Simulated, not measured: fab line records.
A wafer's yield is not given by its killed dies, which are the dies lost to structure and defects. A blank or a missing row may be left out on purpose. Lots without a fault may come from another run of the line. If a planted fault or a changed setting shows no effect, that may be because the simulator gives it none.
Which tool was responsible? / flow gf180mcu / Sampling: 6 lots, 18 wafers, 3 of 602 route steps

## WHAT THE GAUGES READ, wafer by wafer
GF_CONTACT_THK_MEAS_03.
lot=L800; measured=day 16 11:00; on=filmMetro-01; CONTACT_CVD_02_THK (nm)=865 864 859
lot=L802; measured=day 17 04:44; on=filmMetro-02; CONTACT_CVD_02_THK (nm)=850 869 868
lot=L805; measured=day 18 08:17; on=filmMetro-02; CONTACT_CVD_02_THK (nm)=851 851 877
lot=L808; measured=day 19 09:03; on=filmMetro-03; CONTACT_CVD_02_THK (nm)=865 857 862
lot=L815; measured=day 22 01:37; on=filmMetro-03; CONTACT_CVD_02_THK (nm)=854 857 859
lot=L817; measured=day 22 15:10; on=filmMetro-01; CONTACT_CVD_02_THK (nm)=860 868 869

## EACH LOT AND THE TOOL THAT RAN IT (in order: tool; ch and the chambers of the sampled wafers; start)
lot=L800; GF_STI_ETCH_14=rieSi-02 ch 2,3, day 2 21:57; GF_DUAL_GATE_STRIP_13=plasmaAsher-03 ch 0,1, day 9 08:02
lot=L802; GF_STI_ETCH_14=rieSi-01 ch 1,2,3, day 3 07:42; GF_DUAL_GATE_STRIP_13=plasmaAsher-01 ch 1, day 9 22:25
lot=L805; GF_STI_ETCH_14=rieSi-01 ch 0,2,3, day 4 00:02; GF_DUAL_GATE_STRIP_13=plasmaAsher-02 ch 0,1, day 10 20:34
lot=L808; GF_STI_ETCH_14=rieSi-01 ch 0,2,3, day 4 15:56; GF_DUAL_GATE_STRIP_13=plasmaAsher-01 ch 0,1, day 11 16:34
lot=L815; GF_STI_ETCH_14=rieSi-01 ch 0,2,3, day 6 03:23; GF_DUAL_GATE_STRIP_13=plasmaAsher-02 ch 0, day 13 18:40
lot=L817; GF_STI_ETCH_14=rieSi-01 ch 2,3, day 6 13:26; GF_DUAL_GATE_STRIP_13=plasmaAsher-02 ch 0,1, day 14 08:22
- GF_STI_ETCH_14: etches Si in HBr/Cl2/O2, target depth 360 nm, time 102.9 s.
- GF_DUAL_GATE_STRIP_13: strips in O2/N2.

## THE ANSWER, worked out from the rows above alone
Rule: the lots themselves supply what counts as usual. The widest of any qualifying gaps counts: lots, ordered by their means at a reading, are off when they make up no more than a third of the lots, leave a main group of 4 or more, and stand apart from it by 3 or more times the standard deviation of that group's means. A main group whose means are all the same, to the digits that the tables above print for the reading, isn't used. A lot without any number at a reading at which 4 lots or more have one is off too. All remaining lots with rows at the step are treated as sound.
No lot is off at any reading shown: from this, nothing can be told.

## WHAT WAS PUT IN BY THE SIMULATOR
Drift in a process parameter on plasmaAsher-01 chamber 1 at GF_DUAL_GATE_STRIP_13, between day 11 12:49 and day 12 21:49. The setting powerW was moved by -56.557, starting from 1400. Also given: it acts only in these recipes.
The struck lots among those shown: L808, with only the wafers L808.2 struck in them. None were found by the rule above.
